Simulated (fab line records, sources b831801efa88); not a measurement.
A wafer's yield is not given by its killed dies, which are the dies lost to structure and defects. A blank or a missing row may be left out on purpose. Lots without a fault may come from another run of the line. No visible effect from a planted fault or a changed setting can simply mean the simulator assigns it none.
A lot that was struck, set against a sound lot | flow sky130 | 43 out of 708 route steps
Sound: wafers L485.1, L485.4, L485.5. Struck: wafer L495.2. (L495.1, L495.4 of the same lot were not struck and are left out.) The cause comes at the end.
For every step that has rows: the tool of each side, followed by ch and its chambers, followed by its first start. Under that, the readings that differ: sound wafers | struck wafers | difference of the means | sigmas: that difference in standard deviations of wafers without a fault.
alike: readings with means less than 2 such deviations apart, plus words and numbers identical on both sides. not compared: withheld readings, readings lacking a value on some wafer, bounds such as >300 that could conceal the same value, and numbers that have no deviation in the record and whose values overlap.
Wherever a step has rows on one side only, a row that says differs or no value, or a row with sigmas, the two part there. Numbers that don't overlap but have no deviation are shown without sigmas and don't part them. A reading missing from all wafers of one side parts the sides only when that side holds two or more wafers.

SKY_SONOS_ONO_THK_MEAS_05:
  sound: film metro-04 at day 11 11:08; struck: film metro-03 at day 14 19:56
  alike: SONOS_ONO_CVD_04_THK
then, 7 steps without rows for these wafers: SKY_SONOS_ONO_DEHYDRATE_06 (time 60 s); SKY_SONOS_ONO_HMDS_07 (prime time 60 s); SKY_SONOS_ONO_COAT_08 (resist thk 1140 nm); SKY_SONOS_ONO_SOFTBAKE_09 (time 60 s); SKY_SONOS_ONO_EXPOSE_10 (exposes mask ONOM, target cd 410 nm); SKY_SONOS_ONO_PEB_11; SKY_SONOS_ONO_DEVELOP_12 (develop time 60 s).
SKY_SONOS_ONO_CD_MEAS_13: the cd target is 410 nm.
  sound: cd sem-02 at day 12 10:45; struck: cd sem-02 at day 15 23:08
  alike: cd nm
SKY_SONOS_ONO_OVL_MEAS_14:
  sound: overlay-02 at day 12 10:52; struck: overlay-01 at day 15 23:15
  alike: SONOS_ONO_OVL
SKY_SONOS_ONO_ETCH_15: etches the open film in CHF3/O2, target depth 19.52 nm, time 7.8 s.
  sound on rie diel-01 ch 0,2,3, day 12 10:54; struck on rie diel-03 ch 2, day 15 23:17
  reading                     | sound       | struck | difference | sigmas
  drypump motor current A (A) | 5.5 5.5 6.0 | 4.8    | -0.9       | -2
  rf fwd power W (W)          | 595 589 587 | 583    | -7         | -2
  alike: oes product au, throttle valve pct
  not compared: rf hours counter h
then, 1 step without rows for these wafers: SKY_SONOS_ONO_WET_ETCH_16 (etches SiO2 in dHF, target depth 14 nm, time 276.5 s).
SKY_SONOS_ONO_STRIP_17: strips in O2/N2.
  sound on plasma asher-02 ch 0, day 12 11:01; struck on plasma asher-02 ch 0, day 15 23:24
  reading                      | sound             | struck | difference | sigmas
  strip time to endpoint s (s) | 14.09 14.09 13.99 | 14.18  | +0.12      | +3
  alike: drypump motor current A, oes product au
  not compared: rf hours counter h
then, 3 steps without rows for these wafers: SKY_SONOS_ONO_WET_ETCH_18 (etches Si3N4 in H3PO4, target depth 15 nm, time 172 s); SKY_GATE_OXIDE_CLEAN_00 (cleans in SC1/SC2, time 150 s); SKY_GATE_OXIDE_OXIDATION_01 (stabilise 600 s, purge 300 s, target thk 10.268 nm).
SKY_GATE_OXIDE_THK_MEAS_02:
  sound: film metro-01 at day 12 13:17; struck: film metro-02 at day 16 01:01
  alike: GATE_OXIDE_OXIDATION_00_THK
then, 7 steps without rows for these wafers: SKY_GATE_OXIDE_DEHYDRATE_03 (time 60 s); SKY_GATE_OXIDE_HMDS_04 (prime time 60 s); SKY_GATE_OXIDE_COAT_05 (resist thk 1140 nm); SKY_GATE_OXIDE_SOFTBAKE_06 (time 60 s); SKY_GATE_OXIDE_EXPOSE_07 (exposes mask LVOM, target cd 600 nm); SKY_GATE_OXIDE_PEB_08; SKY_GATE_OXIDE_DEVELOP_09 (develop time 60 s).
SKY_GATE_OXIDE_OVL_MEAS_10:
  sound: overlay-01 at day 13 13:50; struck: overlay-02 at day 17 05:29
  alike: GATE_OXIDE_OVL
then, 2 steps without rows for these wafers: SKY_GATE_OXIDE_IMPLANT_11; SKY_GATE_OXIDE_WET_ETCH_12 (etches SiO2 in dHF, target depth 16.8 nm, time 336 s).
SKY_GATE_OXIDE_STRIP_13: strips in O2/N2.
  sound on plasma asher-03 ch 0,1, day 13 14:08; struck on plasma asher-04 ch 1, day 17 05:52
  alike: drypump motor current A, oes product au, strip time to endpoint s
  not compared: rf hours counter h
SKY_GATE_OXIDE_TW_MEAS_14:
  sound: film metro-03 at day 13 14:14; struck: film metro-02 at day 17 05:58
  alike: GATE_OXIDE_TW
then, 3 steps without rows for these wafers: SKY_GATE_OXIDE_CLEAN_15 (cleans in SC1/SC2, time 150 s); SKY_GATE_OXIDE_OXIDATION_16 (stabilise 600 s, purge 300 s, target thk 3.57 nm); SKY_POLY_GATE_CVD_00 (deposits poly-Si, target thk 180 nm, time 720 s).
SKY_POLY_GATE_THK_MEAS_01:
  sound: film metro-04 at day 13 18:17; struck: film metro-04 at day 17 09:47
  alike: POLY_GATE_CVD_00_THK
then, 8 steps without rows for these wafers: SKY_RES_PROTECT_DEHYDRATE_00 (time 60 s); SKY_RES_PROTECT_HMDS_01 (prime time 60 s); SKY_RES_PROTECT_COAT_02 (resist thk 1140 nm); SKY_RES_PROTECT_SOFTBAKE_03 (time 60 s); SKY_RES_PROTECT_EXPOSE_04 (exposes mask RPM, target cd 1270 nm); SKY_RES_PROTECT_PEB_05; SKY_RES_PROTECT_DEVELOP_06 (develop time 60 s); SKY_POLY_GATE_IMPLANT_02.
SKY_RES_PROTECT_STRIP_07: strips in O2/N2.
  sound on plasma asher-02 ch 0,1, day 14 20:23; struck on plasma asher-02 ch 1, day 18 15:02
  alike: drypump motor current A, oes product au, strip time to endpoint s
  not compared: rf hours counter h
-- here the record skips 30 days between the struck wafers' starts before and after, leaving off in module RES_PROTECT and picking up in module PAD_OPEN (first step shown: number 708 of the route) --
SKY_PAD_OPEN_PROBE_99:
  rows exist in the record for the struck wafers here (prober-02, day 48 05:19), but not for the sound ones

== WHERE THEY PART ==
Last at SKY_PAD_OPEN_PROBE_99 as far as this record goes, first at SKY_SONOS_ONO_ETCH_15.

WHY: the cause the simulator had injected
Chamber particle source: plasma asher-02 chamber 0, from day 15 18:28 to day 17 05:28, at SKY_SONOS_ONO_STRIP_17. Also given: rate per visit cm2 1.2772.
